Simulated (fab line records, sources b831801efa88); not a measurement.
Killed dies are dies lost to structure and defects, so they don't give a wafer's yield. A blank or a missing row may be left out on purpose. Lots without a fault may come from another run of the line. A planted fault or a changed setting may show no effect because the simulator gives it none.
A struck lot beside a sound one | flow sky130 | 18 steps out of a route of 708
Sound: wafers L727.1, L727.3, L727.4. Struck: wafers L746.1, L746.2, L746.6. The cause comes at the end.
At each step with rows: each side's tool, then ch and its chambers, then its first start. Under that, the readings that differ: sound wafers | struck wafers | difference of the means | sigmas: that difference in standard deviations of wafers without a fault.
alike: readings whose means differ by less than 2 such deviations, and words and numbers that are the same on both sides. not compared: withheld readings, readings that some wafer has no value for, bounds like >300 that may hide the same value, and numbers for which the record gives no deviation and whose values overlap.
The two part at a step that has a row with sigmas, a row that says differs or no value, or rows on one side only. Numbers that don't overlap but have no deviation are shown without sigmas and don't part them. A reading that every wafer of one side lacks parts them only if that side has two wafers or more.

first, 3 steps without rows for these wafers: SKY_POLY_CUT_EXPOSE_05 (exposes mask NPCM, target cd 270 nm); SKY_POLY_CUT_PEB_06; SKY_POLY_CUT_DEVELOP_07 (develop time 60 s).
SKY_POLY_CUT_CD_MEAS_08: target cd 270 nm.
  sound on cd_sem-01, day 24 04:27; struck on cd_sem-01, day 30 12:05
  reading    | sound             | struck            | difference | sigmas
  cd_nm (nm) | 271.2 269.5 270.4 | 272.1 272.7 274.7 | +2.8       | +2
SKY_POLY_CUT_OVL_MEAS_09:
  sound on overlay-02, day 24 04:34; struck on overlay-02, day 30 12:13
  alike: POLY_CUT_OVL
SKY_POLY_CUT_ETCH_10: etches BARC in N2/H2, stops on SiO2, time 45.9 s, target depth 60 nm.
  sound on rie_diel-04 ch 0,1,3, day 24 04:37; struck on rie_diel-04 ch 0,1,3, day 30 12:15
  alike: drypump_motor_current_A, n2_flow_sccm, oes_product_au, throttle_valve_pct
  not compared: rf_hours_counter_h
SKY_POLY_CUT_ETCH_11: etches Si3N4 in CF4/CH2F2/Ar, stops on poly-Si, time 42.5 s, target depth 60 nm.
  sound on rie_diel-04 ch 0,1,3, day 24 04:39; struck on rie_diel-04 ch 0,1,3, day 30 12:17
  alike: drypump_motor_current_A, oes_product_au, throttle_valve_pct
  not compared: rf_hours_counter_h
SKY_POLY_CUT_STRIP_12: strips in O2/N2.
  sound on plasma_asher-02 ch 0,1, day 24 04:41; struck on plasma_asher-02 ch 0,1, day 30 12:20
  reading                      | sound             | struck            | difference | sigmas
  strip_time_to_endpoint_s (s) | 5.355 5.382 5.378 | 5.330 5.330 5.341 | -0.038     | -2
  alike: drypump_motor_current_A, n2_flow_sccm, oes_product_au
  not compared: rf_hours_counter_h
then, 4 steps without rows for these wafers: SKY_SD_P_DEHYDRATE_00 (time 60 s); SKY_SD_P_HMDS_01 (prime time 60 s); SKY_SD_P_COAT_02 (resist thk 1140 nm); SKY_SD_P_SOFTBAKE_03 (time 60 s).
SKY_SD_P_EXPOSE_04: exposes mask PSDM, target cd 380 nm.
  sound on iline_stepper-02 ch 0, day 24 19:50; struck on iline_stepper-02 ch 0, day 31 02:39
  reading              | sound                | struck               | difference | sigmas
  exposure_dose_mJ_cm2 | 138.13 138.32 137.96 | 129.82 129.96 129.89 | -8.25      | -55
  alike: mask
then, 2 steps without rows for these wafers: SKY_SD_P_PEB_05; SKY_SD_P_DEVELOP_06 (develop time 60 s).
SKY_SD_P_CD_MEAS_07: target cd 380 nm.
  sound on cd_sem-02, day 25 09:55; struck on cd_sem-02, day 31 16:39
  reading    | sound             | struck            | difference | sigmas
  cd_nm (nm) | 381.6 383.5 383.4 | 364.7 366.2 360.5 | -19.0      | -7
SKY_SD_P_OVL_MEAS_08:
  sound on overlay-01, day 25 10:02; struck on overlay-01, day 31 16:46
  alike: SD_P_OVL
SKY_PAD_OPEN_PROBE_99:
  the record has rows for the sound wafers here (prober-01, day 45 14:29) and none for the struck ones

WHERE THEY PART
First at SKY_POLY_CUT_CD_MEAS_08; last, within this record, at SKY_PAD_OPEN_PROBE_99.

WHY: what the simulator had put in
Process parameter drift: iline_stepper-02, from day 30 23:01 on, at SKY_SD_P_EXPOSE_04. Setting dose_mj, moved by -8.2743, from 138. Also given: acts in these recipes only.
